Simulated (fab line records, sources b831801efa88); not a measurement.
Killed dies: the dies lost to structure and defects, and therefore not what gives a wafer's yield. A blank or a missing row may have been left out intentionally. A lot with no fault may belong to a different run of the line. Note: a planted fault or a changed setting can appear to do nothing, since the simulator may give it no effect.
Matching of chambers -- flow gf180mcu -- GF_V1_CMP_26 on cmp-01 has 4 sister chambers
The step polishes, stops on SiO2, t overpolish 15 s, target thk 0 nm. 14 wafers are shown with their chamber, then 7 later ones without.

## WAFERS WITH THEIR CHAMBER
wafer,chamber,motor current A (A),time to endpoint s (s),overpolish run s (s)
L182.3,3,9.2,83,14.987
L182.4,2,11.6,91,14.994
L182.5,2,11.2,90,14.994
L187.3,2,11.3,92,15.003
L187.5,2,11.0,91,14.985
L187.6,1,11.8,82,15.001
L191.1,3,9.2,83,15.008
L191.5,0,9.1,84,14.992
L191.6,1,12.0,87,14.989
L200.3,0,9.1,79,14.985
L200.4,2,11.5,86,15.003
L200.6,1,12.4,78,15.015
L201.2,2,11.1,92,14.999
L201.3,1,12.0,83,15.005

SIGNATURES (means of the wafers above)
reading,chamber 0,chamber 1,chamber 2,chamber 3,scatter within a chamber
motor current A,9.100,12.050,11.283,9.200,0.214
time to endpoint s,81.50,82.50,90.33,83.00,2.81
overpolish run s,14.98850,15.00250,14.99633,14.99750,0.0091
Rule: a wafer's distance from a chamber is the root of the sum, over the readings, of the square of ((its reading less the chamber's mean) divided by the reading's scatter). If the next closest chamber is less than 2 further off than the closest, the wafer can't be placed; otherwise it belongs to the closest. How the scatter is found: for the shown wafers, subtract from each reading the mean of its chamber, square and add these, divide the total by (wafers less chambers), then take the root.

## WAFERS WITHOUT THEIR CHAMBER
wafer,motor current A (A),time to endpoint s (s),overpolish run s (s)
L201.4,8.9,75,15.000
L203.1,12.3,81,14.999
L203.3,11.5,92,15.012
L203.5,11.6,83,15.016
L205.3,11.7,91,15.002
L205.4,11.5,86,14.990
L205.5,11.6,85,15.001

## EACH ONE'S CHAMBER
wafer,from the rows above,in truth
L201.4,can't be placed: 0 or 3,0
L203.1,1,1
L203.3,2,2
L203.5,can't be placed: 1 or 2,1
L205.3,can't be placed: 2 or 1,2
L205.4,can't be placed: 2 or 1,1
L205.5,can't be placed: 1 or 2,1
2 of 7 placed correctly. From these rows, 5 cannot be placed; in 5 the true chamber is one of the candidates. 0 placed wrongly.
